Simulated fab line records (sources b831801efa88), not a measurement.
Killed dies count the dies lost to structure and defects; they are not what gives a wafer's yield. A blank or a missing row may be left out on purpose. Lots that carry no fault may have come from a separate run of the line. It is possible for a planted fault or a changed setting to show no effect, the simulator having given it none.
Matching of chambers | flow gf180mcu | GF_V2_CMP_04 on cmp-02 has 4 sister chambers
The step polishes SiO2. 8 wafers are shown with their chamber, then 8 later ones without.

EACH WAFER AND ITS CHAMBER
wafer  | chamber | motorCurrentA (A) | timeToEndpointS (s)
L201.2 | 2       | 9.8               | 88
L201.3 | 1       | 12.6              | 75
L199.3 | 1       | 12.3              | 82
L202.6 | 2       | 9.8               | 87
L203.1 | 0       | 11.2              | 96
L203.3 | 3       | 12.3              | 87
L203.5 | 3       | 12.0              | 101
L210.4 | 0       | 11.0              | 92

WAFERS WITH NO CHAMBER GIVEN
wafer  | motorCurrentA (A) | timeToEndpointS (s)
L210.5 | 9.6               | 80
L210.6 | 12.1              | 87
L213.4 | 11.9              | 81
L213.5 | 9.8               | 86
L213.6 | 12.9              | 87
L215.2 | 13.6              | 78
L215.3 | 9.6               | 79
L215.5 | 9.5               | 90

CHAMBER TAKEN BY EACH
wafer  | from the rows above     | in truth
L210.5 | 2                       | 2
L210.6 | can't be placed: 3 or 1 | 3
L213.4 | can't be placed: 3 or 1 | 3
L213.5 | 2                       | 2
L213.6 | can't be placed: 1 or 3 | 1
L215.2 | 1                       | 1
L215.3 | 2                       | 2
L215.5 | 2                       | 2
Placed correctly: 5 of 8. Can't be placed from these rows: 3 (the true chamber is among the candidates in 3). Wrongly placed: 0.
How it was worked out, from the rows above alone: a wafer's distance from a chamber is the root of the sum, over the readings, of the square of ((its reading less the chamber's mean) divided by the reading's scatter). The wafer belongs to the nearest chamber; if the next one is less than 2 further off, it can't be placed. For every chamber, the mean is computed from those of its wafers that are shown. The scatter is the square root of a quotient: the sum, over the shown wafers, of each reading's squared deviation from its chamber's mean, divided by wafers minus chambers.
